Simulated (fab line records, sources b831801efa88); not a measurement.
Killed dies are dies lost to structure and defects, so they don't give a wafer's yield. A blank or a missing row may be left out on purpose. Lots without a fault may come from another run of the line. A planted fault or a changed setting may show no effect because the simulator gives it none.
One fault seen from 2 desks | flow sky130 | each desk has only its own numbers; what lay behind them comes last

THE METROLOGY DESK
What the gauges read, lot by lot, whatever tool the lot ran on: means of the sampled wafers that have a number. A lot is out of limits, marked OUT, if its mean lies more than 4 standard deviations from the usual mean; the brackets give that distance.
Columns: A = cd_nm at SKY_VT_ADJUST_HVTR_CD_MEAS_07, usual 379.7 nm; B = cd_nm at SKY_LDD_P_CD_MEAS_07, usual 380.4 nm; C = LDD_HVP_OVL at SKY_LDD_HVP_OVL_MEAS_07, usual -0.4 nm
lot  | first seen here | A     | B     | C
L264 | day 9 12:57     | 381.0 | 382.8 | -0.9
L265 | day 9 23:26     | 382.0 | 377.2 | -0.9
L266 | day 10 04:43    | 381.1 | 382.5 | -2.0
L267 | day 10 10:32    | 378.1 | 382.1 | 1.1
L269 | day 11 12:47    | 378.7 | 378.9 | -1.1
L270 | day 11 17:02    | 377.0 | 379.8 | -0.9
L271 | day 12 00:23    | 377.5 | 379.4 | 0.4
L275 | day 13 06:37    | 379.0 | 382.5 | -1.6
L280 | day 14 20:49    | 384.0 | 376.8 | 0.6
L281 | day 15 01:39    | 383.0 | 383.3 | -1.5
L282 | day 15 13:11    | 380.1 | 373.9 | 0.7
L283 | day 15 19:52    | 381.5 | 378.7 | 0.1
L284 | day 15 21:44    | 381.3 | 380.2 | -1.0
L285 | day 16 02:58    | 377.0 | 382.2 | 0.1
This desk's finding: nothing out of limits on any of the 14 lots.

THE TOOL OWNER'S DESK: implanter-04
The tool's own readings at SKY_LDD_N_IMPLANT_10: means of the sampled wafers that have a number, for each lot that ran on this tool. A lot is out of limits, marked OUT, if its mean lies more than 4 standard deviations from the usual mean; the brackets give that distance.
Columns: A = dose_ions_cm2 at SKY_LDD_N_IMPLANT_10, usual 7.499e+13; B = rotation_deg at SKY_LDD_N_IMPLANT_10, usual 203.00 degrees
lot  | first seen here | A                   | B
L265 | day 18 09:01    | 7.496e+13           | 203.02
L267 | day 18 21:10    | 7.499e+13           | 203.00
L271 | day 21 00:27    | 7.494e+13           | 203.01
L280 | day 24 04:43    | 7.774e+13 (+34) OUT | 202.96
L281 | day 24 07:47    | 7.772e+13 (+33) OUT | 203.00
This desk's finding: out of limits on L280, L281; first on L280, day 24 04:43 (dose_ions_cm2 at SKY_LDD_N_IMPLANT_10). In limits: L265, L267, L271.

PUT TOGETHER
The tool owner's desk could have raised an alarm at day 24 04:43, on L280, L281.
The metrology desk saw nothing out of limits.
The metrology desk has L280, L281 on record, within its limits.
Of the lots named, all ran SKY_LDD_N_IMPLANT_10 on implanter-04.

WHAT THE SIMULATOR HAD PUT IN
Process parameter drift: implanter-04, from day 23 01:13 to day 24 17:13, at SKY_LDD_N_IMPLANT_10. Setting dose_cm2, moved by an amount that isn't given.
Lots struck among those shown: L280, L281.
Hours from the fault's start to each desk's first reading out of limits: the tool owner's desk, 28.
